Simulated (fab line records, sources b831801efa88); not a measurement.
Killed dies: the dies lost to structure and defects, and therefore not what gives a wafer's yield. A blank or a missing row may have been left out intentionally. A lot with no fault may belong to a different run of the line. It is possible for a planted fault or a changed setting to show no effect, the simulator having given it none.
The tool behind it: which one? + flow gf180mcu + route of 602 steps, sampled at 1 step: 12 lots, 36 wafers

== WHAT EACH GAUGE READ, for each wafer ==
GF_VT_IMPLANT_OVL_MEAS_29. Usual: VT_IMPLANT_02_OVL gives -0.3 nm (standard deviation 1.6).
| lot  | measured     | on         | VT_IMPLANT_02_OVL (nm) | flag |
|------|--------------|------------|------------------------|------|
| L487 | day 7 03:42  | overlay-02 | -0.2 2.5 0.8           |      |
| L488 | day 7 15:49  | overlay-02 | -2.0 -2.0 0.0          |      |
| L490 | day 8 01:07  | overlay-01 | -1.8 0.1 -2.8          |      |
| L492 | day 8 11:58  | overlay-01 | 2.0 1.8 0.6            |      |
| L493 | day 8 23:34  | overlay-01 | 1.7 0.8 -0.9           |      |
| L495 | day 9 08:37  | overlay-01 | 0.6 -0.1 1.1           |      |
| L501 | day 10 23:46 | overlay-02 | -1.9 -0.5 0.4          |      |
| L502 | day 11 05:30 | overlay-02 | -3.5 1.6 -1.7          |      |
| L504 | day 11 17:43 | overlay-01 | -2.4 -4.1 -1.2         |      |
| L505 | day 12 00:52 | overlay-02 | 0.4 -0.8 0.0           |      |
| L506 | day 12 05:16 | overlay-01 | -0.8 -0.6 2.2          |      |
| L507 | day 12 18:01 | overlay-02 | -1.0 -2.4 -1.6         |      |

== EACH LOT AND THE TOOL THAT RAN IT (in order: tool; ch and the chambers of the sampled wafers; start) ==
There is no process step in the record ahead of these readings.

== WHAT THE TOOLS THEMSELVES READ (means of the sampled wafers that have a number; where no wafer has one, the mark that the record gives instead) ==
The record holds no such reading with a usual standard deviation.

== THE ANSWER, worked out from the rows above alone ==
Rule: lot off if the mean of its wafers having a number is beyond 3 standard deviations from the usual mean. A lot without any number at a reading at which 4 lots or more have one is off too. The other lots that the step has rows for count as sound. After the gauges, taken in route order, come the tools' own readings; for these a lot's mean is taken, as printed above. The first step at which some lot is off is used, and at that step the reading that is off furthest; a lot without a number counts as furthest.
Across all readings shown, no lot is off: no conclusion can be drawn from this.

== WHAT THE SIMULATOR HAD INSERTED ==
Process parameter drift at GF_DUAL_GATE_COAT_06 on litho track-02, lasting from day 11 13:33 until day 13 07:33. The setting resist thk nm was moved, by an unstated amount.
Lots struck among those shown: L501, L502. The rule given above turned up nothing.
